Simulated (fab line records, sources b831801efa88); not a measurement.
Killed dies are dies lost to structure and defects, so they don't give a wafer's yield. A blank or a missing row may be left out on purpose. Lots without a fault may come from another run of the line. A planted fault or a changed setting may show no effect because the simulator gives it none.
Which tool did it? | flow gf180mcu | 6 lots, 18 wafers sampled, at 4 steps of a route of 602

WHAT THE GAUGES READ, wafer by wafer
GF_TOP_METAL_CD_MEAS_14: target cd 440 nm.
lot  | measured     | on        | cd_nm (nm)
L765 | day 28 08:31 | cd_sem-02 | 442.1 442.7 441.5
L777 | day 31 18:05 | cd_sem-01 | 441.8 439.7 441.4
L779 | day 32 07:43 | cd_sem-01 | 440.1 441.2 441.2
L783 | day 33 07:45 | cd_sem-01 | 439.1 437.3 438.9
L785 | day 33 21:02 | cd_sem-01 | 440.5 438.0 437.8
L787 | day 34 09:57 | cd_sem-01 | 436.2 436.9 436.2

WHICH TOOL RAN EACH LOT (tool, then ch and the chambers of the sampled wafers, then the start)
lot  | GF_MIM_SPUTTER_04            | GF_V5_COAT_09                     | GF_V5_STRIP_18
L765 | pvd_sputter-01, day 24 17:56 | litho_track-02 ch 0, day 27 00:00 | plasma_asher-04 ch 0,1, day 27 11:05
L777 | pvd_sputter-04, day 28 13:34 | litho_track-01 ch 0, day 30 13:00 | plasma_asher-02 ch 0,1, day 30 23:05
L779 | pvd_sputter-04, day 29 03:41 | litho_track-01 ch 0, day 31 03:00 | plasma_asher-03 ch 0,1, day 31 13:35
L783 | pvd_sputter-01, day 30 09:52 | litho_track-03 ch 0, day 32 06:00 | plasma_asher-02 ch 0,1, day 32 14:28
L785 | pvd_sputter-04, day 31 00:07 | litho_track-03 ch 0, day 32 19:00 | plasma_asher-02 ch 0,1, day 33 04:22
L787 | pvd_sputter-04, day 31 15:51 | litho_track-02 ch 0, day 33 09:00 | plasma_asher-04 ch 0,1, day 33 18:23
- GF_MIM_SPUTTER_04: material TiN, target thk 50 nm, time 41.7 s.
- GF_V5_COAT_09: resist thk 1000 nm.
- GF_V5_STRIP_18: strips in O2/N2.

THE ANSWER, worked out from the rows above alone
Rule: what is usual is taken from the lots themselves. Put in order of their means at a reading, lots are off if they are a third of the lots or fewer, leave a main group of 4 or more, and stand apart from it by a gap of 3 or more times the standard deviation of the main group's means; of several such gaps the widest counts. A main group whose means are all the same, to the digits that the tables above print for the reading, isn't used. A lot without any number at a reading at which 4 lots or more have one is off too. The other lots that the step has rows for count as sound.
No lot is off at any reading shown: from this, nothing can be told.

WHAT THE SIMULATOR HAD PUT IN
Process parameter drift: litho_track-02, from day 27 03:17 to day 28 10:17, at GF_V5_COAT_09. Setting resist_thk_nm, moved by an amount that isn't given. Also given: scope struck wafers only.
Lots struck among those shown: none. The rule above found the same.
